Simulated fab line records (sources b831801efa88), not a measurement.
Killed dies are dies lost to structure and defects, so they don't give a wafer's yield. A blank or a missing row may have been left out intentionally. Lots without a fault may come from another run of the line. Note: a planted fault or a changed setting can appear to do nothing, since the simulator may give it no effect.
Chamber matching | flow gf180mcu | GF_CONTACT_CMP_27 on cmp-02 has 4 sister chambers
The step polishes, stops on SiO2, t overpolish 15 s, target thk 0 nm. 16 wafers are shown with their chamber, then 8 later ones without.

== WAFERS, EACH WITH ITS CHAMBER ==
wafer  | chamber | motor_current_A (A) | time_to_endpoint_s (s) | overpolish_run_s (s)
L391.1 | 2       | 11.0                | 75.6                   | 14.992
L391.2 | 1       | 10.0                | 80.9                   | 14.998
L391.5 | 3       | 11.4                | 72.6                   | 14.990
L392.2 | 0       | 13.4                | 76.8                   | 15.006
L392.5 | 3       | 10.7                | 71.4                   | 15.003
L392.6 | 2       | 10.6                | 73.1                   | 15.010
L393.2 | 3       | 10.7                | 68.6                   | 14.993
L393.3 | 1       | 9.7                 | 78.5                   | 14.997
L393.5 | 1       | 9.7                 | 76.8                   | 15.001
L394.1 | 2       | 10.7                | 77.0                   | 15.007
L394.5 | 0       | 12.7                | 74.1                   | 14.986
L394.6 | 3       | 11.3                | 72.7                   | 14.985
L395.3 | 0       | 13.8                | 77.9                   | 14.997
L395.4 | 3       | 11.0                | 67.2                   | 14.993
L395.6 | 1       | 9.8                 | 74.8                   | 15.006
L397.1 | 2       | 10.6                | 73.7                   | 15.008

SIGNATURES, as means of the wafers listed above
reading            | chamber 0 | chamber 1 | chamber 2 | chamber 3 | scatter within a chamber
motor_current_A    | 13.300    | 9.800     | 10.725    | 11.020    | 0.318
time_to_endpoint_s | 76.267    | 77.750    | 74.850    | 70.500    | 2.27
overpolish_run_s   | 14.99633  | 15.00050  | 15.00425  | 14.99280  | 0.00723
Rule: a wafer lies at a distance from a chamber equal to the root of the sum of squares, over the readings, of (its reading less the chamber's mean, divided by the reading's scatter). If the next closest chamber is less than 2 further off than the closest, the wafer can't be placed; otherwise it belongs to the closest. The scatter: take each reading less its chamber's mean, square it, sum over the shown wafers, divide by the number of wafers less the number of chambers, and take the root.

== WAFERS WITH NO CHAMBER GIVEN ==
wafer  | motor_current_A (A) | time_to_endpoint_s (s) | overpolish_run_s (s)
L397.2 | 9.6                 | 75.6                   | 15.013
L397.3 | 13.9                | 74.5                   | 14.990
L408.1 | 9.5                 | 77.1                   | 15.012
L408.2 | 10.3                | 75.4                   | 15.000
L408.6 | 9.4                 | 80.0                   | 14.986
L413.2 | 10.8                | 72.7                   | 15.001
L413.3 | 10.5                | 76.0                   | 14.974
L413.6 | 10.9                | 72.7                   | 15.008

== THE CHAMBER EACH PASSED THROUGH ==
wafer  | from the rows above          | in truth
L397.2 | can't be placed: 1 or 2      | 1
L397.3 | 0                            | 0
L408.1 | 1                            | 1
L408.2 | can't be placed: 2 or 1 or 3 | 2
L408.6 | 1                            | 1
L413.2 | can't be placed: 2 or 3      | 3
L413.3 | can't be placed: 3 or 2 or 1 | 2
L413.6 | can't be placed: 2 or 3      | 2
3 of 8 placed correctly. From these rows, 5 cannot be placed; in 5 the true chamber is one of the candidates. Number placed wrongly: 0.
